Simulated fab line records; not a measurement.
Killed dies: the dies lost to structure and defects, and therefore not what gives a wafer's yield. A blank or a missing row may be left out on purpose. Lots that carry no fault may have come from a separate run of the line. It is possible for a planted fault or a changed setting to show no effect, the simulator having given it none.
Which tool did it? || flow gf180mcu || Sampling: 13 lots, 37 wafers, 5 of 602 route steps

## WHAT EACH GAUGE READ, for each wafer
GF_M3_THK_MEAS_06: measures by xrf.
{"lot": "L672", "measured": "day 20 05:21", "on": "film_metro-02", "M3_ALCU_THK (nm)": "463 460 462"}
{"lot": "L673", "measured": "day 20 16:39", "on": "film_metro-02", "M3_ALCU_THK (nm)": "461 460 459"}
{"lot": "L675", "measured": "day 21 16:46", "on": "film_metro-02", "M3_ALCU_THK (nm)": "462 461 460"}
{"lot": "L676", "measured": "day 22 01:09", "on": "film_metro-03", "M3_ALCU_THK (nm)": "466 467 461"}
{"lot": "L681", "measured": "day 23 16:55", "on": "film_metro-03", "M3_ALCU_THK (nm)": "467 471 467"}
{"lot": "L686", "measured": "day 25 10:17", "on": "film_metro-03", "M3_ALCU_THK (nm)": 464}
{"lot": "L688", "measured": "day 26 01:27", "on": "film_metro-02", "M3_ALCU_THK (nm)": "459 452 459"}
{"lot": "L689", "measured": "day 26 09:46", "on": "film_metro-03", "M3_ALCU_THK (nm)": "463 462 461"}
{"lot": "L691", "measured": "day 26 21:33", "on": "film_metro-03", "M3_ALCU_THK (nm)": "458 462 465"}
{"lot": "L690", "measured": "day 26 22:01", "on": "film_metro-03", "M3_ALCU_THK (nm)": "465 457 463"}
{"lot": "L692", "measured": "day 27 04:33", "on": "film_metro-03", "M3_ALCU_THK (nm)": "465 460 455"}
{"lot": "L694", "measured": "day 27 16:58", "on": "film_metro-01", "M3_ALCU_THK (nm)": "463 463 465"}
{"lot": "L695", "measured": "day 28 01:04", "on": "film_metro-03", "M3_ALCU_THK (nm)": "460 466 464"}

GF_M3_CD_MEAS_14: target cd 280 nm.
{"lot": "L672", "measured": "day 21 05:12", "on": "cd_sem-01", "cd_nm (nm)": "277.5 277.5 277.0"}
{"lot": "L673", "measured": "day 21 17:10", "on": "cd_sem-01", "cd_nm (nm)": "282.3 282.7 281.2"}
{"lot": "L675", "measured": "day 22 16:26", "on": "cd_sem-01", "cd_nm (nm)": "281.3 280.9 282.3"}
{"lot": "L676", "measured": "day 23 00:05", "on": "cd_sem-02", "cd_nm (nm)": "281.2 281.8 281.9"}
{"lot": "L681", "measured": "day 24 14:52", "on": "cd_sem-02", "cd_nm (nm)": "278.6 279.6 278.6"}
{"lot": "L686", "measured": "day 26 07:16", "on": "cd_sem-02", "cd_nm (nm)": 280.4}
{"lot": "L688", "measured": "day 26 21:58", "on": "cd_sem-01", "cd_nm (nm)": "279.3 277.5 277.9"}
{"lot": "L689", "measured": "day 27 05:53", "on": "cd_sem-02", "cd_nm (nm)": "281.4 281.8 280.5"}
{"lot": "L691", "measured": "day 27 17:34", "on": "cd_sem-02", "cd_nm (nm)": "280.0 280.3 280.0"}
{"lot": "L690", "measured": "day 27 18:13", "on": "cd_sem-01", "cd_nm (nm)": "279.6 279.8 280.7"}
{"lot": "L692", "measured": "day 28 00:09", "on": "cd_sem-02", "cd_nm (nm)": "277.6 278.0 278.2"}
{"lot": "L694", "measured": "day 28 12:29", "on": "cd_sem-02", "cd_nm (nm)": "278.9 279.5 280.0"}
{"lot": "L695", "measured": "day 28 20:03", "on": "cd_sem-01", "cd_nm (nm)": "279.1 278.9 278.8"}

GF_V4_THK_MEAS_03.
{"lot": "L672", "measured": "day 23 08:19", "on": "film_metro-02", "V4_CVD_02_THK (nm)": "854 862 857"}
{"lot": "L673", "measured": "day 23 19:17", "on": "film_metro-02", "V4_CVD_02_THK (nm)": "869 856 865"}
{"lot": "L675", "measured": "day 24 18:00", "on": "film_metro-01", "V4_CVD_02_THK (nm)": "850 841 855"}
{"lot": "L676", "measured": "day 25 00:54", "on": "film_metro-04", "V4_CVD_02_THK (nm)": "841 866 853"}
{"lot": "L681", "measured": "day 26 13:17", "on": "film_metro-04", "V4_CVD_02_THK (nm)": "850 846 860"}
{"lot": "L686", "measured": "day 28 03:32", "on": "film_metro-01", "V4_CVD_02_THK (nm)": 751}
{"lot": "L688", "measured": "day 28 18:31", "on": "film_metro-01", "V4_CVD_02_THK (nm)": "863 873 858"}
{"lot": "L689", "measured": "day 29 01:44", "on": "film_metro-04", "V4_CVD_02_THK (nm)": "849 857 849"}
{"lot": "L691", "measured": "day 29 13:05", "on": "film_metro-04", "V4_CVD_02_THK (nm)": "848 862 874"}
{"lot": "L690", "measured": "day 29 14:20", "on": "film_metro-02", "V4_CVD_02_THK (nm)": "859 853 854"}
{"lot": "L692", "measured": "day 29 17:53", "on": "film_metro-02", "V4_CVD_02_THK (nm)": "842 855 855"}
{"lot": "L694", "measured": "day 30 07:23", "on": "film_metro-02", "V4_CVD_02_THK (nm)": "858 879 881"}
{"lot": "L695", "measured": "day 30 14:47", "on": "film_metro-04", "V4_CVD_02_THK (nm)": "836 846 849"}

GF_V4_OVL_MEAS_15.
{"lot": "L672", "measured": "day 24 07:02", "on": "overlay-02", "V4_OVL (nm)": "-8 -1 -3"}
{"lot": "L673", "measured": "day 24 18:02", "on": "overlay-01", "V4_OVL (nm)": "-1 -6 -4"}
{"lot": "L675", "measured": "day 25 15:58", "on": "overlay-02", "V4_OVL (nm)": "0 3 1"}
{"lot": "L676", "measured": "day 25 22:53", "on": "overlay-01", "V4_OVL (nm)": "2 -6 -8"}
{"lot": "L681", "measured": "day 27 10:14", "on": "overlay-02", "V4_OVL (nm)": "-4 0 -3"}
{"lot": "L686", "measured": "day 28 22:53", "on": "overlay-01", "V4_OVL (nm)": -1}
{"lot": "L688", "measured": "day 29 13:58", "on": "overlay-02", "V4_OVL (nm)": "-1 2 -1"}
{"lot": "L689", "measured": "day 29 20:40", "on": "overlay-02", "V4_OVL (nm)": "-7 -10 -4"}
{"lot": "L691", "measured": "day 30 08:13", "on": "overlay-02", "V4_OVL (nm)": "1 2 3"}
{"lot": "L690", "measured": "day 30 09:46", "on": "overlay-02", "V4_OVL (nm)": "-7 -11 -10"}
{"lot": "L692", "measured": "day 30 13:04", "on": "overlay-01", "V4_OVL (nm)": "-4 -3 -5"}
{"lot": "L694", "measured": "day 31 01:55", "on": "overlay-01", "V4_OVL (nm)": "4 4 0"}
{"lot": "L695", "measured": "day 31 08:43", "on": "overlay-01", "V4_OVL (nm)": "-1 -3 0"}

## EACH LOT AND THE TOOL THAT RAN IT (in order: tool; ch and the chambers of the sampled wafers; start)
{"lot": "L672", "GF_V4_CVD_02": "pecvd-04 ch 1,2, day 23 08:14"}
{"lot": "L673", "GF_V4_CVD_02": "pecvd-02 ch 0,1,2, day 23 19:14"}
{"lot": "L675", "GF_V4_CVD_02": "pecvd-02 ch 0,1,2, day 24 17:56"}
{"lot": "L676", "GF_V4_CVD_02": "pecvd-02 ch 0,1,2, day 25 00:49"}
{"lot": "L681", "GF_V4_CVD_02": "pecvd-01 ch 1,2, day 26 13:13"}
{"lot": "L686", "GF_V4_CVD_02": "pecvd-01 ch 1, day 28 03:28"}
{"lot": "L688", "GF_V4_CVD_02": "pecvd-04 ch 0,1,2, day 28 18:26"}
{"lot": "L689", "GF_V4_CVD_02": "pecvd-04 ch 0,1, day 29 01:39"}
{"lot": "L691", "GF_V4_CVD_02": "pecvd-04 ch 0,1,2, day 29 13:00"}
{"lot": "L690", "GF_V4_CVD_02": "pecvd-02 ch 1,2, day 29 14:15"}
{"lot": "L692", "GF_V4_CVD_02": "pecvd-02 ch 0,1, day 29 17:49"}
{"lot": "L694", "GF_V4_CVD_02": "pecvd-02 ch 0,1,2, day 30 07:18"}
{"lot": "L695", "GF_V4_CVD_02": "pecvd-02 ch 0,1,2, day 30 14:43"}
- GF_V4_CVD_02: deposits SiO2 from TEOS, target thk 850 nm, time 94.851 s.

## AS READ BY THE TOOLS THEMSELVES (means over the sampled wafers that have a number; for cases with no such wafer, the mark the record gives instead)
GF_V4_CVD_02.
{"lot": "L672", "tool": "pecvd-04", "heater_power_w (W)": 707}
{"lot": "L673", "tool": "pecvd-02", "heater_power_w (W)": 683}
{"lot": "L675", "tool": "pecvd-02", "heater_power_w (W)": 693}
{"lot": "L676", "tool": "pecvd-02", "heater_power_w (W)": 687}
{"lot": "L681", "tool": "pecvd-01", "heater_power_w (W)": 655}
{"lot": "L686", "tool": "pecvd-01", "heater_power_w (W)": 693}
{"lot": "L688", "tool": "pecvd-04", "heater_power_w (W)": 726}
{"lot": "L689", "tool": "pecvd-04", "heater_power_w (W)": 699}
{"lot": "L691", "tool": "pecvd-04", "heater_power_w (W)": 699}
{"lot": "L690", "tool": "pecvd-02", "heater_power_w (W)": 747}
{"lot": "L692", "tool": "pecvd-02", "heater_power_w (W)": 646}
{"lot": "L694", "tool": "pecvd-02", "heater_power_w (W)": 697}
{"lot": "L695", "tool": "pecvd-02", "heater_power_w (W)": 643}

## THE ANSWER, worked out from the rows above alone
Rule: the lots themselves supply what counts as usual. Put in order of their means at a reading, lots are off if they are a third of the lots or fewer, leave a main group of 4 or more, and stand apart from it by a gap of 3 or more times the standard deviation of the main group's means; of several such gaps the widest counts. If all means in a main group match to the digits the tables above print for the reading, that group is not used. Also off: a lot with no number at a reading for which 4 or more lots have one. All remaining lots with rows at the step are treated as sound. The gauges are gone through in route order, then the tools' own readings, and for those a lot's mean is taken as printed above. At the first step where some lot is off, the reading lying furthest off is the one used; lots without a number count as furthest.
Off: L686, seen at GF_V4_THK_MEAS_03 (V4_CVD_02_THK). Main group: mean 856 nm, sd 7.7.
If a tool, at a process step before that reading, ran all the lots that are off and no sound lot after the first of them, it fits. The gauges at GF_V4_THK_MEAS_03 are tried like those tools. One candidate fits, namely pecvd-01 at GF_V4_CVD_02. Its last sound lot is L681 (day 26 13:13), its first lot that is off L686 (day 28 03:28): a fault that began between those two fits.

## WHAT HAD BEEN PUT IN BY THE SIMULATOR
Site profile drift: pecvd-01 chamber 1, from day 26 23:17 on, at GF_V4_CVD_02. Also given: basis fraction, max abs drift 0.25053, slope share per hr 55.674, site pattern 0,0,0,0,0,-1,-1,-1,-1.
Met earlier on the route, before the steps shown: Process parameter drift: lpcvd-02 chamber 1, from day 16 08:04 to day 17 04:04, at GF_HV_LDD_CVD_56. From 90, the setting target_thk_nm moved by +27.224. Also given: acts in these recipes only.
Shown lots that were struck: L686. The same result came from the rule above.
